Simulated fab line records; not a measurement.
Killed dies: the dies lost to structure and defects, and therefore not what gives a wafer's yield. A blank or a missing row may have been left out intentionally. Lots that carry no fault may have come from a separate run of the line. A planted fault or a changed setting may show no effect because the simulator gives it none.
Chamber matching -- flow gf180mcu -- GF_V5_CMP_04 on cmp-02: 4 sister chambers
The step polishes SiO2. 8 wafers are shown with their chamber, then 7 later ones without.

== WAFERS, EACH WITH ITS CHAMBER ==
wafer,chamber,motorCurrentA (A)
L221.2,3,11.8
L221.6,0,13.2
L224.5,2,10.4
L230.1,3,10.7
L230.2,1,12.0
L230.6,1,13.3
L235.3,0,13.0
L235.5,2,10.0

== WAFERS WITHOUT THEIR CHAMBER ==
wafer,motorCurrentA (A)
L235.6,12.3
L237.3,10.5
L237.4,11.1
L237.6,10.9
L239.2,10.2
L239.3,12.4
L239.4,11.5

== THE CHAMBER EACH PASSED THROUGH ==
wafer,from the rows above,in truth
L235.6,can't be placed: 1 or 0 or 3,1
L237.3,can't be placed: 2 or 3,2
L237.4,can't be placed: 3 or 2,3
L237.6,can't be placed: 3 or 2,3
L239.2,can't be placed: 2 or 3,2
L239.3,can't be placed: 1 or 0 or 3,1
L239.4,can't be placed: 3 or 1 or 2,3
Correct placement for 0 of the 7. These rows do not allow placing 7 (true chamber among the candidates in 7). 0 placed wrongly.
How it was worked out, from the rows above alone: a wafer's distance from a chamber is the root of the sum, over the readings, of the square of ((its reading less the chamber's mean) divided by the reading's scatter). The wafer belongs to the nearest chamber; if the next one is less than 2 further off, it can't be placed. A chamber's mean is the mean of its shown wafers. The scatter is the square root of a quotient: the sum, over the shown wafers, of each reading's squared deviation from its chamber's mean, divided by wafers minus chambers.
